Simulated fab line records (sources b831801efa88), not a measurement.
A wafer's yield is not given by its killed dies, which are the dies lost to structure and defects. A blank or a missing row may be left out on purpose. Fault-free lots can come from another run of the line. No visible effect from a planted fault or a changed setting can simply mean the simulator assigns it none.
One fault through the eyes of 2 desks + flow gf180mcu + each desk has only its own numbers; what lay behind them comes last

## METROLOGY DESK
What the gauges read, lot by lot, whatever tool the lot ran on: means of the sampled wafers that have a number. A lot is out of limits, marked OUT, if its mean lies more than 4 standard deviations from the usual mean; the brackets give that distance.
Columns: A = cd nm at GF_SAB_CD_MEAS_09, usual 419.7 nm; B = SAB_OVL at GF_SAB_OVL_MEAS_10, usual 0.4 nm; C = SALICIDE_TIN_RS at GF_SALICIDE_RS_MEAS_04, usual 16.35 ohm/sq; D = SALICIDE_TIN_THK at GF_SALICIDE_THK_MEAS_05, usual 19.89 nm
| lot  | first seen here | A     | B    | C     | D     |
|------|-----------------|-------|------|-------|-------|
| L949 | day 15 05:46    | 420.3 | 0.6  | 16.06 | 19.42 |
| L951 | day 15 16:49    | 418.9 | -0.3 | 16.19 | 20.26 |
| L954 | day 16 22:37    | 417.9 | 0.9  | 16.61 | 20.03 |
| L956 | day 17 13:41    | 418.4 | -0.8 | 16.45 | 19.79 |
| L965 | day 21 02:30    | 417.7 | 1.8  | 16.61 | 20.00 |
| L970 | day 22 16:45    | 420.1 | 1.4  | 16.86 | 20.00 |
Result from this desk: across the 6 lots, nothing is out of limits.

## THE TOOL OWNER'S DESK: rtp anneal-01
The tool's own readings at GF_SALICIDE_RTA_06 (time 30 s): means of the sampled wafers that have a number, for each lot that ran on this tool. A lot is out of limits, marked OUT, if its mean lies more than 4 standard deviations from the usual mean; the brackets give that distance.
Columns: A = chamber o2 ppm at GF_SALICIDE_RTA_06, usual 1.996; B = lamp power pct at GF_SALICIDE_RTA_06, usual 6.8 %; C = wafer_temp_C_max at GF_SALICIDE_RTA_06, usual 532.5
| lot  | first seen here | A                          | B   | C     |
|------|-----------------|----------------------------|-----|-------|
| L951 | day 15 17:33    | 1.972                      | 7.4 | 532.6 |
| L954 | day 16 23:22    | 1502.000 (+99 or more) OUT | 7.5 | 532.3 |
| L956 | day 17 14:24    | 1502.000 (+99 or more) OUT | 7.5 | 532.6 |
| L965 | day 21 03:14    | 2.002                      | 7.5 | 532.4 |
This desk's verdict: out of limits on L954, L956, starting with L954 at day 16 23:22 (chamber o2 ppm at GF_SALICIDE_RTA_06). Within limits: L951, L965.

## BROUGHT TOGETHER
At day 16 23:22, on L954, L956, the tool owner's desk was in a position to raise an alarm.
From the metrology desk's view, nothing was out of limits.
The metrology desk has L954, L956 on record, within its limits.
All the named lots went through GF_SALICIDE_RTA_06 on rtp anneal-01.

## WHAT WAS PUT IN BY THE SIMULATOR
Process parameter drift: rtp anneal-01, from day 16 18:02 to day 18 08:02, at GF_SALICIDE_RTA_06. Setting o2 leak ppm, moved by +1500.
Struck lots among those shown: L954, L956.
Hours from the fault's start to each desk's first reading out of limits: the tool owner's desk, 5.
